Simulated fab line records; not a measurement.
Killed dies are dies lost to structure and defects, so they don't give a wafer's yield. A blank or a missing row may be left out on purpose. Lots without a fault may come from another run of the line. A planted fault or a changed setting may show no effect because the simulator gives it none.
Commonality check across tools + flow gf180mcu + 11 lots and 39 wafers in the sample

WHAT PROMPTED THE OPENING
GF_PSD_RS_MEAS_14, reading NSD_RS: flagged on 2 of 11 lots. No-fault wafers: 45.94 ohm/sq, standard deviation 0.074.
Rule: flag the lot when none of its wafers has a number, or when each of its wafers that has one lies beyond 4 standard deviations from that mean. The other lots count as sound.

| lot  | measured     | on            | NSD_RS (ohm/sq), wafer by wafer     | flag    |
|------|--------------|---------------|-------------------------------------|---------|
| L540 | day 15 22:03 | film_metro-03 | 46.07 46.00 46.01                   |         |
| L541 | day 16 10:28 | film_metro-01 | 45.88 45.90 45.88                   |         |
| L543 | day 17 02:01 | film_metro-04 | 46.12 45.97 46.08                   |         |
| L545 | day 17 18:19 | film_metro-01 | 45.81 45.99 45.98                   |         |
| L549 | day 19 02:53 | film_metro-04 | 44.66 44.71 44.73 44.74 44.71 44.57 | FLAGGED |
| L551 | day 19 19:31 | film_metro-01 | 44.67 44.65 44.61 44.71 44.66 44.76 | FLAGGED |
| L556 | day 21 10:44 | film_metro-01 | 45.94 46.01 45.87                   |         |
| L558 | day 22 01:35 | film_metro-03 | 45.98 46.00 45.95                   |         |
| L560 | day 22 15:34 | film_metro-04 | 45.94 45.97 46.07                   |         |
| L561 | day 23 00:46 | film_metro-01 | 46.05 45.99 45.92                   |         |
| L563 | day 23 14:29 | film_metro-04 | 46.12 45.98 45.96                   |         |
The mean of the flagged lots' numbers is 44.68 ohm/sq, -1.26 ohm/sq from the usual (-17 standard deviations).

LOT BY LOT: THE TOOL USED
Before the reading, the record contains 3 process steps out of a 602-step route. Cell contents, in order: the tool; ch with the chambers the sampled wafers went through; the start.
| lot  | flag    | GF_POLY_GATE_ETCH_13             | GF_NSD_IMPLANT_09               | GF_NSD_STRIP_11                      |
|------|---------|----------------------------------|---------------------------------|--------------------------------------|
| L540 |         | rie_si-01 ch 0,2,3, day 10 04:49 | implanter-02 ch 0, day 14 22:01 | plasma_asher-03 ch 0,1, day 14 22:18 |
| L541 |         | rie_si-02 ch 2,3, day 10 17:11   | implanter-02 ch 0, day 15 10:57 | plasma_asher-04 ch 0,1, day 15 11:14 |
| L543 |         | rie_si-01 ch 3, day 11 05:14     | implanter-02 ch 0, day 16 01:49 | plasma_asher-03 ch 0,1, day 16 02:07 |
| L545 |         | rie_si-02 ch 0,1,2, day 11 22:24 | implanter-04 ch 0, day 16 18:12 | plasma_asher-01 ch 0,1, day 16 18:30 |
| L549 | FLAGGED | rie_si-02 ch 1,2, day 13 02:02   | implanter-02 ch 0, day 18 02:07 | plasma_asher-03 ch 0,1, day 18 02:25 |
| L551 | FLAGGED | rie_si-02 ch 0,1, day 13 15:05   | implanter-02 ch 0, day 18 18:01 | plasma_asher-01 ch 0,1, day 18 18:19 |
| L556 |         | rie_si-01 ch 0,1,2, day 14 23:20 | implanter-03 ch 0, day 20 08:52 | plasma_asher-04 ch 0,1, day 20 09:09 |
| L558 |         | rie_si-01 ch 1,2, day 15 15:15   | implanter-03 ch 0, day 20 23:25 | plasma_asher-03 ch 0,1, day 20 23:41 |
| L560 |         | rie_si-01 ch 1,2,3, day 16 04:58 | implanter-02 ch 0, day 21 13:40 | plasma_asher-03 ch 0,1, day 21 13:58 |
| L561 |         | rie_si-02 ch 1,2,3, day 16 12:08 | implanter-02 ch 0, day 21 23:17 | plasma_asher-03 ch 0,1, day 21 23:35 |
| L563 |         | rie_si-02 ch 0,1,2, day 17 00:47 | implanter-02 ch 0, day 22 13:34 | plasma_asher-04 ch 0,1, day 22 13:52 |
These steps, and what they do:
- GF_POLY_GATE_ETCH_13: etches poly-Si in HBr/Cl2, stops on SiO2, target depth 198.5 nm, time 69.6 s.
- GF_NSD_IMPLANT_09
- GF_NSD_STRIP_11: strips in O2/N2.
- GF_PSD_RS_MEAS_14: measures by four-point-probe.

FLAGGED AGAINST TOTAL, ONE TOOL AT A TIME (gauges that did the reading follow at the end)
| step                 | tool            | lots run | flagged | share of the flagged lots | sound lots run after its first flagged lot |
|----------------------|-----------------|----------|---------|---------------------------|--------------------------------------------|
| GF_POLY_GATE_ETCH_13 | rie_si-01       | 5        | 0       | none                      | -                                          |
| GF_POLY_GATE_ETCH_13 | rie_si-02       | 6        | 2       | all                       | 2 (L561,L563)                              |
| GF_NSD_IMPLANT_09    | implanter-02    | 8        | 2       | all                       | 3 (L560,L561,L563)                         |
| GF_NSD_IMPLANT_09    | implanter-03    | 2        | 0       | none                      | -                                          |
| GF_NSD_IMPLANT_09    | implanter-04    | 1        | 0       | none                      | -                                          |
| GF_NSD_STRIP_11      | plasma_asher-01 | 2        | 1       | some                      | 0                                          |
| GF_NSD_STRIP_11      | plasma_asher-03 | 6        | 1       | some                      | 3 (L558,L560,L561)                         |
| GF_NSD_STRIP_11      | plasma_asher-04 | 3        | 0       | none                      | -                                          |
| GF_PSD_RS_MEAS_14    | film_metro-01   | 5        | 1       | some                      | 2 (L556,L561)                              |
| GF_PSD_RS_MEAS_14    | film_metro-03   | 2        | 0       | none                      | -                                          |
| GF_PSD_RS_MEAS_14    | film_metro-04   | 4        | 1       | some                      | 2 (L560,L563)                              |

WHAT THE TABLE ALLOWS
2 rows of the table ran every flagged lot: rie_si-02 at GF_POLY_GATE_ETCH_13, implanter-02 at GF_NSD_IMPLANT_09.
- rie_si-02 at GF_POLY_GATE_ETCH_13: 2 of its 6 lots flagged. After the first flagged lot (L561, L563), sound lots still ran on it; a lasting fault on the whole tool would not permit that.
- implanter-02 at GF_NSD_IMPLANT_09: 2 of its 8 lots flagged. After the first flagged lot (L560, L561, L563), sound lots still ran on it; a lasting fault on the whole tool would not permit that. Its own readings lie more than 4 standard deviations out on every wafer of the flagged lots: dose_ions_cm2.
Not one row of the table ran every flagged lot while running no sound lot after the first.

WHAT THE SIMULATOR HAD PUT IN
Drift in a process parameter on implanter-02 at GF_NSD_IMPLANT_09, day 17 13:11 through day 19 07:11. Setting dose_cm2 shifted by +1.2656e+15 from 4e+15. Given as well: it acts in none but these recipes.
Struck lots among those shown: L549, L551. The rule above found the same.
